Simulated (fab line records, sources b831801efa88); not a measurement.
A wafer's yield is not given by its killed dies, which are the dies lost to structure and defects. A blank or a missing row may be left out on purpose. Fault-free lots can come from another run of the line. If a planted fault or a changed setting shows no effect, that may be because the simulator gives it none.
fab line records	flow sky130
record lots=6	wafers=18	last_day=50
route steps=708 shown VIA1@467 PAD_OPEN@708
lots with no fault: from the same line, run without faults
start_h: the number of hours between the record's first day and the start of the first shown wafer of the lot	wait_h: how many hours have passed since the lot's step before this one	" same as the row above	L1.1+2: several wafers, shown together as one row	- no value, or no start was given	* or withheld: withheld	< > ~ a bound
route shown NAME@n: NAME is a module with steps in the file, n the number in the route of the first one	usual: the fault-free wafers' mean and standard deviation	same: alike in all rows	chamber/n: place in a boat	sites: the reading at each site	_std_site: standard deviation across them	_edge_site: inner sites' mean taken away from outer sites' mean	radius_mm: how far each site lies from the wafer's centre	mask NAME#n: copy n	behind: the last tool/chamber to shape the wafer	hold: reason for holding the lot/hours on hold/outcome of the hold	device: the transistor (n, p or np) that didn't switch	end of line: the same wafers' tests at the end of the route	step lacking rows: just its recipe	killed: dies that structure and defects cost at the first sort, which is not the same as the wafer's yield	map: the dies of a wafer, with x for killed, . for not killed, _ for no die there
set.NAME: the setting the step ran with; set.NAME@STEP: the setting that earlier step ran with	model.NAME: the simulator's own value behind a step, which no gauge read
lots at some steps of the route; a table a step, a row a wafer
services: when a tool's chamber went out of use (start_h, in hours from the record's first day, below 0 if earlier), for how many hours, and the reason
## steps
# step SKY_VIA1_EXPOSE_09
# recipe mask_id=VIM	na=0.8	source_shape=annular	sigma_inner=0.55	sigma_outer=0.85	target_cd_nm=150	dose_mj=38
# step SKY_VIA1_PEB_10
# recipe peb_temp_c=withheld	peb_time_s=withheld	resist=KrF-thick
# step SKY_VIA1_DEVELOP_11
# recipe develop_time_s=60	resist=KrF-thick	dev_temp_c=21
# step SKY_VIA1_CD_MEAS_12
# recipe target_cd_nm=150
# usual cd_nm=149.5/2.2
lot.wafer	tool	chamber	start_h	wait_h	cd_nm
L102.1	cd_sem-02	-	812.09	-	151.1
L102.3	"	-	"	"	152.0
L102.6	"	-	"	"	153.4
L108.1	cd_sem-02	-	856.24	-	150.5
L108.2	"	-	"	"	149.0
L108.4	"	-	"	"	151.5
L112.2	cd_sem-01	-	887.16	-	150.9
L112.4	"	-	"	"	153.6
L112.5	"	-	"	"	153.1
L113.1	cd_sem-01	-	888.39	-	153.9
L113.5	"	-	"	"	154.0
L113.6	"	-	"	"	154.3
L114.1	cd_sem-02	-	899.19	-	151.9
L114.3	"	-	"	"	151.8
L114.4	"	-	"	"	151.5
L117.1	cd_sem-01	-	960.64	-	149.0
L117.3	"	-	"	"	145.9
L117.6	"	-	"	"	147.8
# step SKY_VIA1_OVL_MEAS_13
# usual VIA1_OVL=-2/5.9
lot.wafer	tool	chamber	start_h	wait_h	VIA1_OVL[nm]
L102.1	overlay-02	-	812.21	0.1	-1
L102.3	"	-	"	"	3
L102.6	"	-	"	"	-1
L108.1	overlay-02	-	856.36	0.1	8
L108.2	"	-	"	"	6
L108.4	"	-	"	"	2
L112.2	overlay-01	-	887.27	0.1	-8
L112.4	"	-	"	"	-5
L112.5	"	-	"	"	-5
L113.1	overlay-01	-	888.51	0.1	7
L113.5	"	-	"	"	5
L113.6	"	-	"	"	7
L114.1	overlay-02	-	899.31	0.1	-15
L114.3	"	-	"	"	-6
L114.4	"	-	"	"	-6
L117.1	overlay-02	-	960.76	0.1	-3
L117.3	"	-	"	"	1
L117.6	"	-	"	"	-5
# step SKY_VIA1_ETCH_14
# recipe chemistry=N2/H2	target=BARC	ion_energy_ev=200	source_w=500	bias_w=100	pressure_mtorr=30	n2_flow_sccm=100	h2_flow_sccm=200	stop_on=SiO2	time_s=45.9	target_depth_a=600
# usual bias_w=100.1/0.31	drypump_motor_current_A=5.9/0.49	oes_product_au=0.854/0.0044	throttle_valve_pct=13.225/0.0092
lot.wafer	tool	chamber	start_h	wait_h	bias_w	drypump_motor_current_A	oes_product_au	rf_hours_counter_h	throttle_valve_pct
L102.1	rie_diel-03	2	812.24	0.0	100.6	6.2	0.860	1	13.227
L102.3	"	3	"	"	99.8	6.0	0.851	6	13.204
L102.6	"	3	"	"	100.1	6.0	0.844	-	13.217
L108.1	rie_diel-03	1	856.40	0.0	99.6	5.5	0.854	0	13.250
L108.2	"	0	"	"	99.9	6.4	0.851	14	13.223
L108.4	"	3	"	"	99.8	6.0	0.853	-	13.229
L112.2	rie_diel-03	3	887.30	0.0	100.1	6.0	0.857	8	13.234
L112.4	"	0	"	"	99.6	6.4	0.862	16	13.226
L112.5	"	2	"	"	100.3	6.2	0.855	-	13.214
L113.1	rie_diel-02	2	888.55	0.0	99.8	5.3	0.856	5	13.221
L113.5	"	3	"	"	100.7	6.3	0.850	-	13.226
L113.6	"	0	"	"	100.5	5.0	0.854	-	13.219
L114.1	rie_diel-03	2	899.34	0.0	100.0	6.2	0.858	3	13.220
L114.3	"	1	"	"	100.4	5.5	0.857	2	13.233
L114.4	"	0	"	"	99.7	6.4	0.857	16	13.227
L117.1	rie_diel-01	0	960.80	0.0	99.8	5.5	0.850	14	13.227
L117.3	"	3	"	"	99.9	5.6	0.851	11	13.238
L117.6	"	0	"	"	99.9	5.5	0.856	-	13.238
# step SKY_VIA1_ETCH_15
# recipe target=SiO2	chemistry=C4F8/O2/Ar	target_depth_nm=351	stop_on=TiN	mask_material=KrF-thick	source_w=1500	bias_w=1200	pressure_mtorr=40	c4f8_flow_sccm=withheld	O2_flow_sccm=6	Ar_flow_sccm=300	time_s=54
# usual bias_w=1200/3.8	oes_product_au=0.981/0.0053
lot.wafer	tool	chamber	start_h	wait_h	bias_w	oes_product_au	rf_hours_counter_h
L102.1	rie_diel-03	2	812.29	0.0	1199	0.972	1
L102.3	"	3	"	"	1205	0.980	6
L102.6	"	3	"	"	1208	0.977	-
L108.1	rie_diel-03	1	856.44	0.0	1204	0.983	0
L108.2	"	0	"	"	1202	0.970	14
L108.4	"	3	"	"	1199	0.982	-
L112.2	rie_diel-03	3	887.34	0.0	1196	0.985	8
L112.4	"	0	"	"	1198	0.972	16
L112.5	"	2	"	"	1199	0.975	-
L113.1	rie_diel-02	2	888.59	0.0	1201	0.981	5
L113.5	"	3	"	"	1202	0.982	-
L113.6	"	0	"	"	1196	0.981	-
L114.1	rie_diel-03	2	899.39	0.0	1203	0.973	3
L114.3	"	1	"	"	1203	0.979	2
L114.4	"	0	"	"	1198	0.995	16
L117.1	rie_diel-01	0	960.84	0.0	1201	0.977	14
L117.3	"	3	"	"	1199	0.984	11
L117.6	"	0	"	"	1200	0.979	-
# step SKY_VIA1_STRIP_16
# recipe chemistry=O2/N2	power_w=1400	pressure_mtorr=1500	platen_temp_c=withheld	o2_flow_sccm=3000	n2_flow_sccm=300	overash_fraction=0.5
# usual drypump_motor_current_A=5.8/0.41	oes_product_au=0.415/0.0047	strip_time_to_endpoint_s=4.448/0.017
lot.wafer	tool	chamber	start_h	wait_h	drypump_motor_current_A	oes_product_au	rf_hours_counter_h	strip_time_to_endpoint_s
L102.1	plasma_asher-01	0	812.33	0.0	6.1	0.409	97	4.416
L102.3	"	0	"	"	6.1	0.418	-	4.433
L102.6	"	0	"	"	6.1	0.415	-	4.428
L108.1	plasma_asher-03	0	856.48	0.0	5.0	0.416	40	4.456
L108.2	"	1	"	"	6.1	0.411	40	4.470
L108.4	"	0	"	"	4.9	0.417	-	4.466
L112.2	plasma_asher-04	0	887.38	0.0	6.3	0.414	78	4.442
L112.4	"	0	"	"	6.3	0.419	-	4.446
L112.5	"	1	"	"	5.8	0.415	-	4.459
L113.1	plasma_asher-01	0	888.63	0.0	6.1	0.417	105	4.444
L113.5	"	1	"	"	5.7	0.414	-	4.439
L113.6	"	0	"	"	6.1	0.409	-	4.463
L114.1	plasma_asher-01	0	899.43	0.0	6.1	0.412	106	4.470
L114.3	"	1	"	"	5.7	0.413	-	4.436
L114.4	"	0	"	"	6.1	0.418	-	4.457
L117.1	plasma_asher-03	0	960.89	0.0	5.0	0.411	50	4.432
L117.3	"	1	"	"	6.1	0.420	-	4.439
L117.6	"	1	"	"	6.1	0.423	-	4.442
# step SKY_VIA1_STRIP_17
# recipe chemistry=post_etch_residue_remover	time_s=1200	temp_c=72.5
# step SKY_VIA1_CLEAN_18
# recipe chemistry=IPA	time_s=180	temp_c=25
# step SKY_VIA1_CLEAN_19
# recipe chemistry=O3/DIW	dry=n2_spin
# step SKY_VIA1_SPUTTER_20
# recipe material=TiN	target_thk_nm=20	chamber_pressure_pa=5	power_w=4000	time_s=80
# usual throttle_valve_pct=30.2/1.2
lot.wafer	tool	chamber	start_h	wait_h	throttle_valve_pct
L102.1	pvd_sputter-02	-	813.27	0.0	29.5
L102.3	"	-	"	"	29.0
L102.6	"	-	"	"	29.5
L108.1	pvd_sputter-01	-	857.08	0.0	30.1
L108.2	"	-	"	"	31.2
L108.4	"	-	"	"	30.2
L112.2	pvd_sputter-04	-	888.02	0.0	28.5
L112.4	"	-	"	"	29.4
L112.5	"	-	"	"	29.4
L113.1	pvd_sputter-02	-	889.27	0.0	32.6
L113.5	"	-	"	"	32.6
L113.6	"	-	"	"	30.3
L114.1	pvd_sputter-02	-	900.03	0.0	29.2
L114.3	"	-	"	"	32.8
L114.4	"	-	"	"	30.5
L117.1	pvd_sputter-02	-	961.92	0.0	28.6
L117.3	"	-	"	"	29.3
L117.6	"	-	"	"	32.6
# step SKY_VIA1_CVD_21
# recipe material=W	target_thk_nm=270	time_s=80.902	temp_c=400	pressure_torr=40
# usual heater_power_w=814/64
lot.wafer	tool	chamber	start_h	wait_h	heater_power_w	model.W_of_VIA1_CVD_21.thk_nm
L102.1	cvd_w-02	1	813.33	0.0	877	270.9
L102.3	"	1	"	"	867	276.1
L102.6	"	1	"	"	858	270.1
L108.1	cvd_w-02	1	857.14	0.0	847	266.6
L108.2	"	0	"	"	780	267.1
L108.4	"	0	"	"	786	266
L112.2	cvd_w-01	1	888.08	0.0	914	270.3
L112.4	"	0	"	"	728	267.9
L112.5	"	0	"	"	721	268.5
L113.1	cvd_w-02	0	889.33	0.0	811	272.4
L113.5	"	0	"	"	786	271.5
L113.6	"	1	"	"	881	257.8
L114.1	cvd_w-02	0	900.09	0.0	789	271.3
L114.3	"	0	"	"	806	270
L114.4	"	1	"	"	865	250.8
L117.1	cvd_w-01	1	961.98	0.0	916	267.6
L117.3	"	0	"	"	729	273.6
L117.6	"	1	"	"	865	267.5
# step SKY_VIA1_RS_MEAS_22
# recipe thk_meas_gauge=four-point-probe	reads=W_of_VIA1_CVD_21+TiN_of_VIA1_SPUTTER_20
# usual VIA1_W_RS=0.426/0.0035
lot.wafer	tool	chamber	start_h	wait_h	VIA1_W_RS[ohm/sq]
L102.1	film_metro-03	-	813.43	0.1	0.425
L102.3	"	-	"	"	0.418
L102.6	"	-	"	"	0.427
L108.1	film_metro-02	-	857.23	0.1	0.432
L108.2	"	-	"	"	0.431
L108.4	"	-	"	"	0.433
L112.2	film_metro-03	-	888.19	0.1	0.427
L112.4	"	-	"	"	0.430
L112.5	"	-	"	"	0.430
L113.1	film_metro-01	-	889.42	0.1	0.422
L113.5	"	-	"	"	0.424
L113.6	"	-	"	"	0.447
L114.1	film_metro-02	-	900.18	0.1	0.425
L114.3	"	-	"	"	0.426
L114.4	"	-	"	"	0.459
L117.1	film_metro-01	-	962.08	0.1	0.430
L117.3	"	-	"	"	0.420
L117.6	"	-	"	"	0.430
# step SKY_VIA1_THK_MEAS_23
# recipe thk_meas_gauge=xrf	reads=W_of_VIA1_CVD_21
# usual VIA1_W_THK=258/3.1
lot.wafer	tool	chamber	start_h	wait_h	VIA1_W_THK[nm]
L102.1	film_metro-03	-	813.55	0.1	259
L102.3	"	-	"	"	265
L102.6	"	-	"	"	260
L108.1	film_metro-02	-	857.35	0.1	253
L108.2	"	-	"	"	254
L108.4	"	-	"	"	254
L112.2	film_metro-03	-	888.30	0.1	261
L112.4	"	-	"	"	259
L112.5	"	-	"	"	260
L113.1	film_metro-01	-	889.54	0.1	260
L113.5	"	-	"	"	257
L113.6	"	-	"	"	246
L114.1	film_metro-02	-	900.30	0.1	257
L114.3	"	-	"	"	255
L114.4	"	-	"	"	238
L117.1	film_metro-01	-	962.20	0.1	254
L117.3	"	-	"	"	260
L117.6	"	-	"	"	255
# step SKY_VIA1_CMP_24
# recipe stop_on=SiO2	t_overpolish_s=15	down_force_psi=3.5	platen_rpm=60	target_thk_nm=0	pad_velocity_m_s=0.94248
# usual motor_current_A=10.4/1	slurry_flow_ml_min=150.0/0.49
lot.wafer	tool	chamber	start_h	wait_h	motor_current_A	slurry_flow_ml_min
L102.1	cmp-02	1	813.66	0.1	9.6	150.2
L102.3	"	3	"	"	12.6	150.0
L102.6	"	1	"	"	9.8	149.9
L108.1	cmp-01	2	857.66	0.3	11.2	150.2
L108.2	"	3	"	"	10.1	149.9
L108.4	"	1	"	"	9.3	149.6
L112.2	cmp-02	1	888.40	0.1	9.4	150.1
L112.4	"	2	"	"	10.5	150.3
L112.5	"	0	"	"	11.5	149.3
L113.1	cmp-02	1	889.60	0.1	9.6	150.4
L113.6	"	1	"	"	10.0	149.9
L113.5	"	2	"	"	10.7	149.7
L114.1	cmp-01	0	900.36	0.1	9.5	149.7
L114.3	"	1	"	"	9.7	150.4
L114.4	"	2	"	"	11.1	150.8
L117.1	cmp-01	2	962.36	0.1	10.9	150.5
L117.3	"	3	"	"	9.8	150.4
L117.6	"	1	"	"	9.6	150.1
# step SKY_PAD_OPEN_PROBE_99
# usual defect_limited_yield=82.6/2	killed_at_M0_to_M3=43/7.3	killed_at_M4_up=3.1/1.7	killed_at_contacts=24/4.7	killed_at_front_end=15/4.6	killed_at_other=0.3/0.55	killed_dies=86/9.7	killed_open=47/6.7	killed_short=39/6.5	sort_bin_3_pad_short=0.9/0.41	sort_bin_5_function=10.3/1.5	sort_bin_6_memory=6.2/1.1	sort_n_pass=406/9.7	sort_yield_pct=82.6/2
# same gross_dies=492	killed_at_back_side=0	sort_bin_4_leakage[%]=0	sort_bin_8_speed[%]=0
lot.wafer	tool	chamber	start_h	wait_h	defect_limited_yield[%]	killed_at_M0_to_M3	killed_at_M4_up	killed_at_contacts	killed_at_front_end	killed_at_other	killed_dies	killed_open	killed_short	sort_bin_3_pad_short[%]	sort_bin_5_function[%]	sort_bin_6_memory[%]	sort_n_pass	sort_yield_pct[%]
L102.1	prober-01	-	1089.10	0.1	78.3	60	3	31	13	0	107	62	45	2.0	13.6	6.1	385	78.3
L102.3	prober-01	-	1089.20	0.2	79.9	53	1	22	23	0	99	54	45	1.0	9.6	9.6	393	79.9
L102.6	prober-01	-	1089.35	0.2	80.1	55	4	25	13	1	98	58	40	1.2	10.4	8.3	394	80.1
L113.1	prober-01	-	1147.92	0.1	83.1	43	2	23	15	0	83	42	41	0.8	10.0	6.1	409	83.1
L113.5	prober-01	-	1148.12	0.2	79.9	52	4	24	19	0	99	46	53	1.2	13.2	5.7	393	79.9
L113.6	prober-01	-	1148.17	0.2	84.8	32	0	23	20	0	75	41	34	0.6	9.6	5.1	417	84.8
L117.1	prober-02	-	1198.34	0.1	83.3	44	3	27	8	0	82	37	45	0.8	10.0	5.9	410	83.3
L117.3	prober-02	-	1198.44	0.2	81.3	58	3	20	10	1	92	41	51	1.2	12.2	5.3	400	81.3
L117.6	prober-02	-	1198.59	0.2	83.3	36	2	29	15	0	82	47	35	2.0	9.6	5.1	410	83.3
# killed by level:class
L102.1 VIA1:geometric_particle:open=21 VIA2:geometric_particle:open=12 CONTACT:geometric_particle:open=9 LI_CONTACT:geometric_particle:short=8 CONTACT:geometric_particle:short=7 VIA1:geometric_particle:short=7 METAL2:geometric_particle:short=6 METAL1:geometric_particle:short=5
L102.3 FIELD_ISO:geometric_particle:open=10 VIA1:geometric_particle:open=10 VIA2:geometric_particle:open=8 CONTACT:geometric_particle:open=8 METAL1:geometric_particle:short=7 FIELD_ISO:geometric_particle:short=6 METAL2:geometric_particle:short=6 VIA2:geometric_particle:short=6
L102.6 VIA1:geometric_particle:open=16 CONTACT:geometric_particle:open=12 METAL2:geometric_particle:short=8 FIELD_ISO:geometric_particle:open=6 METAL1:geometric_particle:short=6 LI_CONTACT:geometric_particle:short=5 LI_CONTACT:geometric_particle:open=5 METAL2:geometric_particle:open=5
L113.1 VIA1:geometric_particle:open=9 LI_CONTACT:geometric_particle:open=8 VIA2:geometric_particle:short=8 CONTACT:geometric_particle:short=6 METAL2:geometric_particle:short=6 VIA2:geometric_particle:open=6 FIELD_ISO:geometric_particle:open=5 VIA3:geometric_particle:open=5
L113.5 LI_CONTACT:geometric_particle:open=9 VIA1:geometric_particle:open=8 METAL2:geometric_particle:short=8 VIA3:geometric_particle:open=7 FIELD_ISO:geometric_particle:short=6 LOCAL_INTERCONNECT:geometric_particle:short=6 POLY_GATE:geometric_particle:short=5 VIA1:geometric_particle:short=5
L113.6 VIA1:geometric_particle:open=9 LI_CONTACT:geometric_particle:open=8 CONTACT:geometric_particle:open=7 POLY_GATE:geometric_particle:short=6 POLY_GATE:geometric_particle:open=5 CONTACT:geometric_particle:short=5 METAL2:geometric_particle:short=5 VIA2:geometric_particle:short=4
L117.1 CONTACT:geometric_particle:short=11 VIA1:geometric_particle:open=11 CONTACT:geometric_particle:open=9 METAL1:geometric_particle:short=5 VIA2:geometric_particle:open=5 VIA3:geometric_particle:open=5 VIA1:geometric_particle:short=4 METAL2:geometric_particle:short=4
L117.3 VIA3:geometric_particle:open=13 METAL1:geometric_particle:short=9 VIA1:geometric_particle:open=8 CONTACT:geometric_particle:open=7 LOCAL_INTERCONNECT:geometric_particle:short=6 FIELD_ISO:geometric_particle:short=5 VIA2:geometric_particle:open=5 METAL3:geometric_particle:short=5
L117.6 CONTACT:geometric_particle:open=10 LI_CONTACT:geometric_particle:open=8 VIA3:geometric_particle:open=8 VIA1:geometric_particle:open=8 CONTACT:geometric_particle:short=6 METAL1:geometric_particle:short=5 SPACER:geometric_particle:open=5 FIELD_ISO:geometric_particle:short=3
## services
tool	chamber	start_h	hours	kind
rie_diel-03	1	794.57	8.0	repair
rie_diel-03	2	800.25	2.5	repair
plasma_asher-03	-	814.14	14.6	pm
cvd_w-02	-	819.55	0.5	repair
cmp-02	-	821.57	5.7	pm
plasma_asher-01	-	823.15	2.8	pm
cmp-02	-	827.78	5.6	repair
cmp-02	-	833.09	1.8	repair
rie_diel-03	-	835.11	14.6	pm
rie_diel-01	-	843.05	1.0	repair
rie_diel-03	2	852.17	11.4	repair
cmp-02	-	856.40	9.6	pm
pvd_sputter-02	-	885.21	1.6	repair
cmp-01	-	888.45	1.7	repair
cmp-01	-	890.97	1.5	repair
cvd_w-02	-	904.00	14.0	pm
cmp-01	-	904.37	2.8	repair
cmp-02	-	912.00	4.0	pm
cmp-01	-	917.49	5.7	pm
plasma_asher-01	-	944.48	3.9	repair
cmp-02	-	944.68	4.8	pm
cmp-02	-	949.66	0.6	repair
cmp-01	-	957.31	2.5	repair
rie_diel-03	1	958.29	3.3	repair
## key
first_sign step=SKY_VIA1_RS_MEAS_22	reading=VIA1_W_RS	direction=up	sigmas=7.6	usual=0.426	struck=0.453
effect step=SKY_VIA1_THK_MEAS_23	reading=VIA1_W_THK	direction=down	sigmas=5.3	usual=258	struck=242
model_effect step=SKY_VIA1_CVD_21	value=W_of_VIA1_CVD_21.thk_nm	without=268.3	struck=254.3
met_at SKY_VIA1_CVD_21
struck_wafers L113.6,L114.4
onset_between 857.14 889.33
fault kind=process_parameter_drift	tool=cvd_w-02	chamber=-	onset_h=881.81	steps=SKY_VIA1_CVD_21	channel=target_thk_nm	offset=-14.025	shape=step	end_h=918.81	scope=struck_wafers_only	acts_in=these_recipes_only	stated=270
